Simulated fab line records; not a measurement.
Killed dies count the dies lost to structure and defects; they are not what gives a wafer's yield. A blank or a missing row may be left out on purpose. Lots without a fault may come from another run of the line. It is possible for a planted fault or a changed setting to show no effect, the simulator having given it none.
Which tool did it? || flow gf180mcu || Sampling: 13 lots, 39 wafers, 4 of 602 route steps

WHAT THE GAUGES SHOWED, per wafer
GF_PASSIVATION_THK_MEAS_01. Usual: PASSIVATION_CVD_00_THK typically reads 999 nm, with standard deviation 11.
{"lot": "L920", "measured": "day 28 07:56", "on": "film-metro-01", "PASSIVATION_CVD_00_THK (nm)": "1001 1000 1004", "flag": ""}
{"lot": "L921", "measured": "day 28 22:56", "on": "film-metro-04", "PASSIVATION_CVD_00_THK (nm)": "979 989 990", "flag": ""}
{"lot": "L923", "measured": "day 29 10:27", "on": "film-metro-02", "PASSIVATION_CVD_00_THK (nm)": "973 1009 1014", "flag": ""}
{"lot": "L925", "measured": "day 29 22:51", "on": "film-metro-01", "PASSIVATION_CVD_00_THK (nm)": "994 1022 1012", "flag": ""}
{"lot": "L926", "measured": "day 30 04:22", "on": "film-metro-02", "PASSIVATION_CVD_00_THK (nm)": "985 1007 999", "flag": ""}
{"lot": "L927", "measured": "day 30 18:14", "on": "film-metro-04", "PASSIVATION_CVD_00_THK (nm)": "988 993 1008", "flag": ""}
{"lot": "L928", "measured": "day 30 18:53", "on": "film-metro-02", "PASSIVATION_CVD_00_THK (nm)": "1004 1010 1008", "flag": ""}
{"lot": "L929", "measured": "day 30 22:20", "on": "film-metro-02", "PASSIVATION_CVD_00_THK (nm)": "1000 994 1013", "flag": ""}
{"lot": "L930", "measured": "day 31 04:29", "on": "film-metro-04", "PASSIVATION_CVD_00_THK (nm)": "997 1011 1020", "flag": ""}
{"lot": "L932", "measured": "day 31 16:04", "on": "film-metro-02", "PASSIVATION_CVD_00_THK (nm)": "989 1002 1008", "flag": ""}
{"lot": "L933", "measured": "day 32 07:24", "on": "film-metro-04", "PASSIVATION_CVD_00_THK (nm)": "996 985 1014", "flag": ""}
{"lot": "L934", "measured": "day 32 08:46", "on": "film-metro-01", "PASSIVATION_CVD_00_THK (nm)": "989 989 1005", "flag": ""}
{"lot": "L940", "measured": "day 33 19:12", "on": "film-metro-04", "PASSIVATION_CVD_00_THK (nm)": "986 990 987", "flag": ""}

TOOL THAT RAN EACH LOT (tool first, then ch and the chambers of the sampled wafers, then the start)
{"lot": "L920", "GF_M2_SPUTTER_04": "pvd-sputter-04, day 18 11:47", "GF_V5_SPUTTER_22": "pvd-sputter-04, day 27 10:10", "GF_TOP_METAL_SPUTTER_02": "pvd-sputter-01, day 27 10:57"}
{"lot": "L921", "GF_M2_SPUTTER_04": "pvd-sputter-01, day 18 23:22", "GF_V5_SPUTTER_22": "pvd-sputter-02, day 27 21:17", "GF_TOP_METAL_SPUTTER_02": "pvd-sputter-02, day 27 22:03"}
{"lot": "L923", "GF_M2_SPUTTER_04": "pvd-sputter-02, day 19 21:13", "GF_V5_SPUTTER_22": "pvd-sputter-04, day 28 14:53", "GF_TOP_METAL_SPUTTER_02": "pvd-sputter-02, day 28 15:39"}
{"lot": "L925", "GF_M2_SPUTTER_04": "pvd-sputter-01, day 20 10:34", "GF_V5_SPUTTER_22": "pvd-sputter-03, day 29 02:23", "GF_TOP_METAL_SPUTTER_02": "pvd-sputter-04, day 29 03:09"}
{"lot": "L926", "GF_M2_SPUTTER_04": "pvd-sputter-04, day 20 21:45", "GF_V5_SPUTTER_22": "pvd-sputter-03, day 29 07:20", "GF_TOP_METAL_SPUTTER_02": "pvd-sputter-01, day 29 08:06"}
{"lot": "L927", "GF_M2_SPUTTER_04": "pvd-sputter-01, day 21 05:11", "GF_V5_SPUTTER_22": "pvd-sputter-02, day 29 21:34", "GF_TOP_METAL_SPUTTER_02": "pvd-sputter-04, day 29 22:19"}
{"lot": "L928", "GF_M2_SPUTTER_04": "pvd-sputter-01, day 21 12:54", "GF_V5_SPUTTER_22": "pvd-sputter-03, day 29 22:23", "GF_TOP_METAL_SPUTTER_02": "pvd-sputter-02, day 29 23:10"}
{"lot": "L929", "GF_M2_SPUTTER_04": "pvd-sputter-02, day 21 21:53", "GF_V5_SPUTTER_22": "pvd-sputter-04, day 30 02:20", "GF_TOP_METAL_SPUTTER_02": "pvd-sputter-01, day 30 03:13"}
{"lot": "L930", "GF_M2_SPUTTER_04": "pvd-sputter-02, day 22 05:40", "GF_V5_SPUTTER_22": "pvd-sputter-03, day 30 09:20", "GF_TOP_METAL_SPUTTER_02": "pvd-sputter-04, day 30 10:06"}
{"lot": "L932", "GF_M2_SPUTTER_04": "pvd-sputter-02, day 22 18:55", "GF_V5_SPUTTER_22": "pvd-sputter-04, day 30 20:29", "GF_TOP_METAL_SPUTTER_02": "pvd-sputter-02, day 30 21:15"}
{"lot": "L933", "GF_M2_SPUTTER_04": "pvd-sputter-02, day 23 13:34", "GF_V5_SPUTTER_22": "pvd-sputter-02, day 31 12:31", "GF_TOP_METAL_SPUTTER_02": "pvd-sputter-02, day 31 13:17"}
{"lot": "L934", "GF_M2_SPUTTER_04": "pvd-sputter-02, day 23 17:41", "GF_V5_SPUTTER_22": "pvd-sputter-03, day 31 14:10", "GF_TOP_METAL_SPUTTER_02": "pvd-sputter-02, day 31 15:04"}
{"lot": "L940", "GF_M2_SPUTTER_04": "pvd-sputter-04, day 25 15:37", "GF_V5_SPUTTER_22": "pvd-sputter-03, day 33 01:36", "GF_TOP_METAL_SPUTTER_02": "pvd-sputter-01, day 33 02:22"}
- GF_M2_SPUTTER_04: material TiN, target thk 50 nm, time 41.7 s.
- GF_V5_SPUTTER_22: material TiN, target thk 10 nm, time 40 s.
- GF_TOP_METAL_SPUTTER_02: material AlCu, target thk 900 nm, time 47.82 s.

WHAT THE TOOLS THEMSELVES READ (means of the sampled wafers that have a number; where no wafer has one, the mark that the record gives instead)
GF_M2_SPUTTER_04. Usual: throttle-valve-pct at 30.0 %, with a standard deviation of 0.62.
{"lot": "L920", "tool": "pvd-sputter-04", "throttle-valve-pct (%)": 29.9, "flag": ""}
{"lot": "L921", "tool": "pvd-sputter-01", "throttle-valve-pct (%)": 30.3, "flag": ""}
{"lot": "L923", "tool": "pvd-sputter-02", "throttle-valve-pct (%)": 30.2, "flag": ""}
{"lot": "L925", "tool": "pvd-sputter-01", "throttle-valve-pct (%)": 29.8, "flag": ""}
{"lot": "L926", "tool": "pvd-sputter-04", "throttle-valve-pct (%)": 30.3, "flag": ""}
{"lot": "L927", "tool": "pvd-sputter-01", "throttle-valve-pct (%)": 30.0, "flag": ""}
{"lot": "L928", "tool": "pvd-sputter-01", "throttle-valve-pct (%)": 29.9, "flag": ""}
{"lot": "L929", "tool": "pvd-sputter-02", "throttle-valve-pct (%)": 30.1, "flag": ""}
{"lot": "L930", "tool": "pvd-sputter-02", "throttle-valve-pct (%)": 30.0, "flag": ""}
{"lot": "L932", "tool": "pvd-sputter-02", "throttle-valve-pct (%)": 29.8, "flag": ""}
{"lot": "L933", "tool": "pvd-sputter-02", "throttle-valve-pct (%)": 30.3, "flag": ""}
{"lot": "L934", "tool": "pvd-sputter-02", "throttle-valve-pct (%)": 30.2, "flag": ""}
{"lot": "L940", "tool": "pvd-sputter-04", "throttle-valve-pct (%)": 30.0, "flag": ""}

GF_V5_SPUTTER_22. Usual: throttle-valve-pct at 30.5 %, with a standard deviation of 0.82.
{"lot": "L920", "tool": "pvd-sputter-04", "throttle-valve-pct (%)": 30.0, "flag": ""}
{"lot": "L921", "tool": "pvd-sputter-02", "throttle-valve-pct (%)": 30.4, "flag": ""}
{"lot": "L923", "tool": "pvd-sputter-04", "throttle-valve-pct (%)": 30.5, "flag": ""}
{"lot": "L925", "tool": "pvd-sputter-03", "throttle-valve-pct (%)": 31.3, "flag": ""}
{"lot": "L926", "tool": "pvd-sputter-03", "throttle-valve-pct (%)": 31.5, "flag": ""}
{"lot": "L927", "tool": "pvd-sputter-02", "throttle-valve-pct (%)": 29.7, "flag": ""}
{"lot": "L928", "tool": "pvd-sputter-03", "throttle-valve-pct (%)": 30.9, "flag": ""}
{"lot": "L929", "tool": "pvd-sputter-04", "throttle-valve-pct (%)": 30.2, "flag": ""}
{"lot": "L930", "tool": "pvd-sputter-03", "throttle-valve-pct (%)": 30.9, "flag": ""}
{"lot": "L932", "tool": "pvd-sputter-04", "throttle-valve-pct (%)": 30.0, "flag": ""}
{"lot": "L933", "tool": "pvd-sputter-02", "throttle-valve-pct (%)": 30.1, "flag": ""}
{"lot": "L934", "tool": "pvd-sputter-03", "throttle-valve-pct (%)": 31.3, "flag": ""}
{"lot": "L940", "tool": "pvd-sputter-03", "throttle-valve-pct (%)": 31.3, "flag": ""}

GF_TOP_METAL_SPUTTER_02. Usual: substrate-temp-c 250.00 C, standard deviation 0.19; throttle-valve-pct 29.9 %, standard deviation 0.66.
{"lot": "L920", "tool": "pvd-sputter-01", "substrate-temp-c (C)": 249.98, "throttle-valve-pct (%)": 29.9, "flag": ""}
{"lot": "L921", "tool": "pvd-sputter-02", "substrate-temp-c (C)": 250.01, "throttle-valve-pct (%)": 30.2, "flag": ""}
{"lot": "L923", "tool": "pvd-sputter-02", "substrate-temp-c (C)": 249.85, "throttle-valve-pct (%)": 30.0, "flag": ""}
{"lot": "L925", "tool": "pvd-sputter-04", "substrate-temp-c (C)": 250.16, "throttle-valve-pct (%)": 29.9, "flag": ""}
{"lot": "L926", "tool": "pvd-sputter-01", "substrate-temp-c (C)": 250.12, "throttle-valve-pct (%)": 29.5, "flag": ""}
{"lot": "L927", "tool": "pvd-sputter-04", "substrate-temp-c (C)": 250.14, "throttle-valve-pct (%)": 30.4, "flag": ""}
{"lot": "L928", "tool": "pvd-sputter-02", "substrate-temp-c (C)": 250.32, "throttle-valve-pct (%)": 30.0, "flag": ""}
{"lot": "L929", "tool": "pvd-sputter-01", "substrate-temp-c (C)": 250.12, "throttle-valve-pct (%)": 29.7, "flag": ""}
{"lot": "L930", "tool": "pvd-sputter-04", "substrate-temp-c (C)": 249.96, "throttle-valve-pct (%)": 29.9, "flag": ""}
{"lot": "L932", "tool": "pvd-sputter-02", "substrate-temp-c (C)": 250.03, "throttle-valve-pct (%)": 29.7, "flag": ""}
{"lot": "L933", "tool": "pvd-sputter-02", "substrate-temp-c (C)": 249.87, "throttle-valve-pct (%)": 29.5, "flag": ""}
{"lot": "L934", "tool": "pvd-sputter-02", "substrate-temp-c (C)": 249.92, "throttle-valve-pct (%)": 29.8, "flag": ""}
{"lot": "L940", "tool": "pvd-sputter-01", "substrate-temp-c (C)": 249.97, "throttle-valve-pct (%)": 29.8, "flag": ""}

THE ANSWER, worked out from the rows above alone
Rule: a lot is off if the mean of its wafers that have a number lies more than 3 standard deviations from the usual mean. A lot without any number at a reading at which 4 lots or more have one is off too. Where the step has rows for the other lots, those lots are counted as sound. After the gauges, taken in route order, come the tools' own readings; for these a lot's mean is taken, as printed above. The first step at which some lot is off is used, and at that step the reading that is off furthest; a lot without a number counts as furthest.
No lot is off at any reading shown: from this, nothing can be told.

WHAT THE SIMULATOR HAD INSERTED
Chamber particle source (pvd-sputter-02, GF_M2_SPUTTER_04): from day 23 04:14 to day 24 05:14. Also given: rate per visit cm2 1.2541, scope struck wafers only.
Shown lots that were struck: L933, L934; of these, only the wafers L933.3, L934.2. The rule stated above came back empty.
